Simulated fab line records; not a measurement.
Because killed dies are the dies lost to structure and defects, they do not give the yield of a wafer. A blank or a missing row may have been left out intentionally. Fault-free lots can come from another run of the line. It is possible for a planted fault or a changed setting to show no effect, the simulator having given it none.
What tool caused it?    flow sfq-line    14 lots, 42 wafers sampled, at 4 steps of a route of 325

## WHAT THE GAUGES READ, wafer by wafer
SFQ_I3_BOW_MEAS_922. Usual: for I3_BOW the level is 2 um and the standard deviation is 8.9.
lot   measured      on             I3_BOW (um)  flag
L554  day 37 07:14  film-metro-03  4 4 19       
L555  day 37 17:26  film-metro-03  -2 -4 -4     
L558  day 38 08:26  film-metro-04  -8 -5 -4     
L559  day 38 23:25  film-metro-01  -1 1 3       
L561  day 40 09:50  film-metro-03  -1 -8 -2     
L562  day 40 18:51  film-metro-01  -4 -3 4      
L564  day 41 00:50  film-metro-04  15 7 3       
L571  day 43 10:43  film-metro-04  8 5 22       
L572  day 43 13:45  film-metro-03  1 8 -11      
L573  day 43 23:33  film-metro-01  7 9 3        
L574  day 44 05:33  film-metro-01  -6 -3 2      
L575  day 49 16:52  film-metro-03  3 -11 -5     
L576  day 51 03:55  film-metro-01  6 -8 -18     
L577  day 51 11:50  film-metro-04  6 -1 1       

SFQ_R5_RS_MEAS_933: measurement is done with a four-point probe. Usual: for R5_MONX_RS the level is 7.06 ohm/sq and the standard deviation is 0.075.
lot   measured      on             R5_MONX_RS (ohm/sq)  flag
L554  day 50 10:16  film-metro-01  6.92 6.97 6.96       
L555  day 51 02:13  film-metro-04  7.16 7.12 7.14       
L558  day 51 11:13  film-metro-01  7.14 7.14 7.13       
L559  day 51 14:12  film-metro-04  7.01 6.89 6.99       
L561  day 55 14:29  film-metro-01  7.12 7.08 7.06       
L562  day 55 21:13  film-metro-01  6.86 7.04 7.06       
L564  day 56 09:34  film-metro-04  7.09 6.99 7.13       
L571  day 64 01:49  film-metro-01  7.01 7.14 7.20       
L572  day 64 03:18  film-metro-02  7.01 7.01 7.01       
L573  day 64 04:50  film-metro-04  7.07 7.05 7.08       
L574  day 64 16:50  film-metro-04  7.07 7.12 7.12       
L575  day 69 08:21  film-metro-04  7.11 7.09 7.06       
L576  day 69 17:57  film-metro-01  7.07 7.03 7.06       
L577  day 69 20:20  film-metro-01  7.00 7.02 7.10       

## WHICH TOOL RAN EACH LOT (tool, then ch and the chambers of the sampled wafers, then the start)
lot   SFQ_TRILAYER_JJ_TRILAYER_DEP_SPUTTER_109  SFQ_TRILAYER_M5_ETCH_METAL_ETCH_126
L554  pvd-sputter-04, day 43 23:42              rie-metal-01 ch 0,1, day 49 15:23
L555  pvd-sputter-05, day 49 12:31              rie-metal-01 ch 0,1, day 50 16:41
L558  pvd-sputter-05, day 49 20:55              rie-metal-04 ch 0,1, day 50 20:17
L559  pvd-sputter-05, day 50 04:07              rie-metal-01 ch 0,1, day 50 21:25
L561  pvd-sputter-03, day 55 00:08              rie-metal-04 ch 0,1, day 55 08:58
L562  pvd-sputter-03, day 55 06:09              rie-metal-01 ch 0,1, day 55 15:50
L564  pvd-sputter-03, day 55 13:21              rie-metal-02 ch 0,1, day 56 02:17
L571  pvd-sputter-04, day 58 00:23              rie-metal-04 ch 0,1, day 63 20:28
L572  pvd-sputter-03, day 58 05:08              rie-metal-02 ch 0,1, day 63 21:40
L573  pvd-sputter-04, day 58 15:58              rie-metal-01 ch 0, day 63 22:52
L574  pvd-sputter-05, day 58 17:10              rie-metal-01 ch 0,1, day 64 07:41
L575  pvd-sputter-04, day 60 06:17              rie-metal-04 ch 0,1, day 69 03:01
L576  pvd-sputter-04, day 60 16:01              rie-metal-02 ch 0,1, day 69 12:37
L577  pvd-sputter-03, day 60 19:37              rie-metal-01 ch 1, day 69 14:58
- SFQ_TRILAYER_JJ_TRILAYER_DEP_SPUTTER_109: material Nb, target thk 150 nm, time 100 s.
- SFQ_TRILAYER_M5_ETCH_METAL_ETCH_126: etches Nb in Cl2/BCl3, stops on SiO2, time 203.2 s, target depth 265 nm.

## WHAT THE TOOLS THEMSELVES READ (means of the sampled wafers that have a number; where no wafer has one, the mark that the record gives instead)
SFQ_TRILAYER_JJ_TRILAYER_DEP_SPUTTER_109. Usual: base-pressure-pa 1.34e-06 Pa, standard deviation 8.1e-08; cathode-dc-power-W 2000.0 W, standard deviation 0.35; throttle-valve-pct 30.1 %, standard deviation 0.61.
lot   tool            base-pressure-pa (Pa)  cathode-dc-power-W (W)  throttle-valve-pct (%)  flag
L554  pvd-sputter-04  1.36e-06               2000.1                  29.6                    
L555  pvd-sputter-05  1.30e-06               1999.8                  30.1                    
L558  pvd-sputter-05  1.40e-06               1999.9                  30.6                    
L559  pvd-sputter-05  1.38e-06               1999.7                  30.0                    
L561  pvd-sputter-03  1.29e-06               1999.8                  30.1                    
L562  pvd-sputter-03  1.38e-06               1860.0                  30.2                    OFF
L564  pvd-sputter-03  1.39e-06               1859.9                  29.8                    OFF
L571  pvd-sputter-04  1.31e-06               2000.2                  30.5                    
L572  pvd-sputter-03  1.28e-06               1999.9                  30.1                    
L573  pvd-sputter-04  1.37e-06               2000.2                  29.7                    
L574  pvd-sputter-05  1.31e-06               2000.4                  30.4                    
L575  pvd-sputter-04  1.22e-06               1999.8                  29.6                    
L576  pvd-sputter-04  1.38e-06               1999.9                  29.6                    
L577  pvd-sputter-03  1.42e-06               2000.1                  30.4                    

SFQ_TRILAYER_M5_ETCH_METAL_ETCH_126. Usual: chamber-pressure-mTorr 10.000 mTorr, standard deviation 0.0088; drypump-motor-current-A 5.8 A, standard deviation 0.32; oes-product-au 0.728 a.u., standard deviation 0.0059.
lot   tool          chamber-pressure-mTorr (mTorr)  drypump-motor-current-A (A)  oes-product-au (a.u.)  flag
L554  rie-metal-01  10.001                          5.7                          0.722                  
L555  rie-metal-01  9.995                           5.8                          0.730                  
L558  rie-metal-04  9.994                           5.4                          0.725                  
L559  rie-metal-01  9.999                           5.7                          0.728                  
L561  rie-metal-04  10.000                          5.4                          0.722                  
L562  rie-metal-01  9.997                           5.8                          0.705                  OFF
L564  rie-metal-02  9.996                           6.2                          0.704                  OFF
L571  rie-metal-04  9.996                           5.5                          0.728                  
L572  rie-metal-02  10.003                          6.3                          0.733                  
L573  rie-metal-01  10.004                          5.7                          0.729                  
L574  rie-metal-01  10.004                          5.8                          0.726                  
L575  rie-metal-04  9.997                           5.6                          0.726                  
L576  rie-metal-02  9.998                           6.3                          0.735                  
L577  rie-metal-01  10.002                          5.8                          0.728                  

## THE ANSWER, worked out from the rows above alone
Rule: a lot counts as off when the mean over its wafers that have a number is more than 3 standard deviations away from the usual mean. Also off: a lot with no number at a reading for which 4 or more lots have one. Where the step has rows for the other lots, those lots are counted as sound. The gauges are gone through in route order, then the tools' own readings, and for those a lot's mean is taken as printed above. The first step at which some lot is off is used, and at that step the reading that is off furthest; a lot without a number counts as furthest.
Off: L562, L564 (SFQ_TRILAYER_JJ_TRILAYER_DEP_SPUTTER_109, cathode-dc-power-W).
A tool fits if, at that step or a process step before it, it ran every lot that is off, and no sound lot after the first of them. Of those tried, none fits.

## WHAT THE SIMULATOR PUT IN
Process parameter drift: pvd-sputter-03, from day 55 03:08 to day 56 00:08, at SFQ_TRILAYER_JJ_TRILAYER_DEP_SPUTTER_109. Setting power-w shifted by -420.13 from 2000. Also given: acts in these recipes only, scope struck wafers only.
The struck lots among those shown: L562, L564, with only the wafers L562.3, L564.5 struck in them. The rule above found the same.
